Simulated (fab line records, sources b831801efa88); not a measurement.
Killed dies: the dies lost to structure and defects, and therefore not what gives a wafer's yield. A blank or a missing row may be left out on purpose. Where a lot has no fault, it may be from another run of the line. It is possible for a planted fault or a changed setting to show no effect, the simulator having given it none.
Which tool is to blame? | flow sky130 | Sampling: 14 lots, 42 wafers, 2 of 708 route steps

WHAT EACH GAUGE READ, for each wafer
No reading from a measuring or inspecting step in the record can be judged against a usual standard deviation.

TOOL THAT RAN EACH LOT (tool first, then ch and the chambers of the sampled wafers, then the start)
lot  | SKY_FIELD_ISO_WET_ETCH_30     | SKY_PAD_OPEN_PROBE_99
L581 | wetBench-04 ch 3, day 2 09:20 | prober-01, day 45 09:49
L582 | wetBench-01 ch 3, day 2 15:54 | prober-02, day 45 19:46
L583 | wetBench-01 ch 3, day 2 21:47 | prober-01, day 46 04:04
L584 | wetBench-03 ch 0, day 3 02:29 | prober-02, day 46 10:50
L585 | wetBench-04 ch 3, day 3 06:59 | prober-01, day 46 19:32
L586 | wetBench-01 ch 0, day 3 12:36 | prober-02, day 47 02:37
L587 | wetBench-01 ch 1, day 3 20:43 | prober-01, day 47 11:35
L588 | wetBench-03 ch 3, day 3 23:35 | prober-02, day 47 17:00
L589 | wetBench-04 ch 2, day 4 05:21 | prober-01, day 47 22:54
L590 | wetBench-04 ch 2, day 4 10:34 | prober-02, day 47 23:48
L600 | wetBench-04 ch 3, day 6 14:44 | prober-02, day 50 02:46
L602 | wetBench-03 ch 3, day 7 01:10 | prober-02, day 50 17:04
L603 | wetBench-01 ch 3, day 7 05:35 | prober-01, day 50 17:58
L604 | wetBench-04 ch 1, day 7 11:12 | prober-02, day 50 21:50
- SKY_FIELD_ISO_WET_ETCH_30: etches SiO2 in dHF, target depth 25 nm, time 50 s.
- SKY_PAD_OPEN_PROBE_99

WHAT THE TOOLS THEMSELVES READ (means of the sampled wafers that have a number; where no wafer has one, the mark that the record gives instead)
SKY_PAD_OPEN_PROBE_99.
lot  | tool      | killed_at_M0_to_M3 | killed_at_M4_up | killedAtContacts | killedAtFrontEnd | killedAtOther | killedDies | killedOpen | killedShort
L581 | prober-01 | 39                 | 4.0             | 27               | 15               | 0.0           | 85         | 46         | 39
L582 | prober-02 | 40                 | 3.0             | 23               | 18               | 0.3           | 85         | 42         | 43
L583 | prober-01 | 45                 | 4.3             | 24               | 19               | 0.3           | 92         | 50         | 39
L584 | prober-02 | 42                 | 3.3             | 20               | 18               | 0.0           | 83         | 49         | 34
L585 | prober-01 | 45                 | 2.7             | 18               | 18               | 0.7           | 84         | 46         | 39
L586 | prober-02 | 39                 | 2.7             | 24               | 41               | 0.0           | 106        | 42         | 38
L587 | prober-01 | 47                 | 3.7             | 18               | 75               | 0.7           | 145        | 40         | 43
L588 | prober-02 | 41                 | 1.7             | 19               | 16               | 0.0           | 78         | 43         | 35
L589 | prober-01 | 46                 | 4.7             | 27               | 12               | 0.0           | 90         | 52         | 37
L590 | prober-02 | 53                 | 4.3             | 25               | 10               | 0.0           | 92         | 53         | 38
L600 | prober-02 | 46                 | 3.0             | 28               | 21               | 0.0           | 98         | 49         | 48
L602 | prober-02 | 45                 | 3.7             | 21               | 13               | 0.3           | 83         | 46         | 37
L603 | prober-01 | 44                 | 3.3             | 24               | 11               | 0.0           | 82         | 41         | 41
L604 | prober-02 | 44                 | 2.0             | 25               | 15               | 0.3           | 86         | 46         | 40

THE ANSWER, worked out from the rows above alone
Rule: usual is defined by the lots themselves. The widest of any qualifying gaps counts: lots, ordered by their means at a reading, are off when they make up no more than a third of the lots, leave a main group of 4 or more, and stand apart from it by 3 or more times the standard deviation of that group's means. A main group is skipped when, at the precision printed for the reading in the tables above, its means are all equal. A lot without any number at a reading at which 4 lots or more have one is off too. The other lots that the step has rows for count as sound. Order of review: gauges by route order, followed by the tools' own readings, for which a lot's mean as printed above is used. The first step at which some lot is off is used, and at that step the reading that is off furthest; a lot without a number counts as furthest.
Off: L586, L587, at SKY_PAD_OPEN_PROBE_99 (killedAtFrontEnd). For the main group the mean is 16 and the standard deviation 3.3.
A tool fits if, at that step or a process step before it, it ran every lot that is off, and no sound lot after the first of them. Not one of the candidates tried fits.

WHAT HAD BEEN PUT IN BY THE SIMULATOR
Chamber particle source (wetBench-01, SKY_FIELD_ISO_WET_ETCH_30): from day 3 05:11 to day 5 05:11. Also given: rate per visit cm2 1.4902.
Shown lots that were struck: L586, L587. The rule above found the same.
